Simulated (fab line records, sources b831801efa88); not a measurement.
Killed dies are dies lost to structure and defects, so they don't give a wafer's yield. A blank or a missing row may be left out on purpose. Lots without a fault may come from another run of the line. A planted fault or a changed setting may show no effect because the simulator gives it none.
A struck lot beside a sound one | flow gf180mcu | 16 steps out of a route of 602
Sound: wafers L840.1, L840.4, L840.6. Struck: wafers L847.2, L847.5, L847.6. The cause comes at the end.
At each step with rows: each side's tool, then ch and its chambers, then its first start. Under that, the readings that differ: sound wafers | struck wafers | difference of the means | sigmas: that difference in standard deviations of wafers without a fault.
alike: readings whose means differ by less than 2 such deviations, and words and numbers that are the same on both sides. not compared: withheld readings, readings that some wafer has no value for, bounds like >300 that may hide the same value, and numbers for which the record gives no deviation and whose values overlap.
The two part at a step that has a row with sigmas, a row that says differs or no value, or rows on one side only. Numbers that don't overlap but have no deviation are shown without sigmas and don't part them. A reading that every wafer of one side lacks parts them only if that side has two wafers or more.

GF_M3_SPUTTER_04: material TiN, target thk 50 nm, time 41.7 s.
  sound on pvd_sputter-04, day 20 06:44; struck on pvd_sputter-03, day 23 15:00
  alike: chamber_pressure_pa, throttle_valve_pct
GF_M3_RS_MEAS_05: measures by four-point-probe.
  sound on film_metro-04, day 20 06:47; struck on film_metro-03, day 23 15:04
  alike: M3_ALCU_RS
GF_M3_THK_MEAS_06: measures by xrf.
  sound on film_metro-04, day 20 06:54; struck on film_metro-03, day 23 15:10
  alike: M3_ALCU_THK
then, 7 steps without rows for these wafers: GF_M3_DEHYDRATE_07 (time 60 s); GF_M3_HMDS_08 (prime time 60 s); GF_M3_COAT_09 (resist thk 1000 nm); GF_M3_SOFTBAKE_10 (time 60 s); GF_M3_EXPOSE_11 (exposes mask Metal3, target cd 280 nm); GF_M3_PEB_12 (peb time 90 s); GF_M3_DEVELOP_13 (develop time 60 s).
GF_M3_CD_MEAS_14: target cd 280 nm.
  sound on cd_sem-01, day 21 06:52; struck on cd_sem-02, day 24 12:53
  reading    | sound             | struck            | difference | sigmas
  cd_nm (nm) | 278.7 278.1 277.7 | 281.0 281.1 280.9 | +2.8       | +2
GF_M3_OVL_MEAS_15:
  sound on overlay-02, day 21 06:59; struck on overlay-01, day 24 12:59
  alike: M3_OVL
GF_M3_METAL_ETCH_16: etches the open film in Cl2/BCl3, stops on SiO2, target depth 750.8 nm, time 125.1 s.
  sound on rie_metal-02 ch 0,1, day 21 07:01; struck on rie_metal-04 ch 1, day 24 13:04
  no value came back on the struck wafers for any of 5 readings (bcl3_flow_sccm (sccm), bias_w (W) and others); on the sound wafers bcl3_flow_sccm (sccm) reads 39.95 40.04 40.03
  reading                             | sound             | struck            | difference | sigmas
  model.KrF_of_M3_COAT_09.thk_nm (nm) | 687.5 686.4 687.5 | 985.2 984.2 982.5 | +296.8     |
  not compared: rf_hours_counter_h
GF_M3_STRIP_17: strips in O2/N2.
  sound on plasma_asher-01 ch 0,1, day 21 07:09; struck on plasma_asher-01 ch 0,1, day 24 13:16
  reading                      | sound             | struck            | difference | sigmas
  oes_product_au (a.u.)        | 0.534 0.536 0.536 | 0.662 0.665 0.654 | +0.125     | +25
  strip_time_to_endpoint_s (s) | 7.42 7.41 7.41    | 10.21 10.19 10.20 | +2.79      | +44
  alike: drypump_motor_current_A, heater_power_w
  not compared: rf_hours_counter_h
then, 1 step without rows for these wafers: GF_M3_STRIP_18 (strips in post etch residue remover, time 1200 s).
-- the record jumps here: 7 days lie between the struck wafers' starts before and after (it left off in module M3 and takes up again in module PASSIVATION, whose first step shown is number 602 of the route) --
GF_PASSIVATION_PROBE_99:
  the record has rows for the struck wafers here (prober-02, day 31 15:02) and none for the sound ones

WHERE THEY PART
First at GF_M3_CD_MEAS_14; last, within this record, at GF_PASSIVATION_PROBE_99.

WHY: what the simulator had put in
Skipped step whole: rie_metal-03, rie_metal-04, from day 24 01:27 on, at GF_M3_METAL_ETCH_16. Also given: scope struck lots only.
